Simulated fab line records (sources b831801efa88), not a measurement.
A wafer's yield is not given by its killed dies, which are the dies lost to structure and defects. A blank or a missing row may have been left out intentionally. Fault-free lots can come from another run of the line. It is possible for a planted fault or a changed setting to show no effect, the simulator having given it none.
Chamber matching | flow sky130 | SKY_VIA1_CMP_24 on cmp-02 has 4 sister chambers
The step polishes, stops on SiO2, t overpolish 15 s, target thk 0 nm. 4 wafers are shown with their chamber, then 8 later ones without.

== WAFERS WITH THEIR CHAMBER ==
wafer  | chamber | motorCurrentA (A)
L709.5 | 0       | 11.1
L713.2 | 1       | 12.8
L714.1 | 2       | 10.9
L714.2 | 3       | 13.6

== WAFERS WITHOUT THEIR CHAMBER ==
wafer  | motorCurrentA (A)
L714.5 | 13.2
L716.5 | 10.4
L724.2 | 10.7
L724.3 | 11.5
L724.4 | 13.2
L730.2 | 11.0
L730.3 | 12.8
L730.5 | 11.1

== WHICH CHAMBER EACH WENT THROUGH ==
wafer  | from the rows above     | in truth
L714.5 | can't be placed: 1 or 3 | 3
L716.5 | can't be placed: 2 or 0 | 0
L724.2 | can't be placed: 2 or 0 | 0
L724.3 | can't be placed: 0 or 2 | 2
L724.4 | can't be placed: 1 or 3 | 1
L730.2 | can't be placed: 0 or 2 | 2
L730.3 | 1                       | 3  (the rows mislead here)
L730.5 | can't be placed: 0 or 2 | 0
Placed correctly: 0 of 8. Unplaceable from these rows: 7, with the true chamber sitting among the candidates in 7. 1 placed wrongly.
How it was worked out, from the rows above alone: a wafer's distance from a chamber is the root of the sum, over the readings, of the square of ((its reading less the chamber's mean) divided by the reading's scatter). The wafer belongs to the nearest chamber; if the next one is less than 2 further off, it can't be placed. A chamber's mean is the mean of its shown wafers. The scatter: root of mean squared gap, hidden wafer to nearest shown wafer, with one shown wafer a chamber.
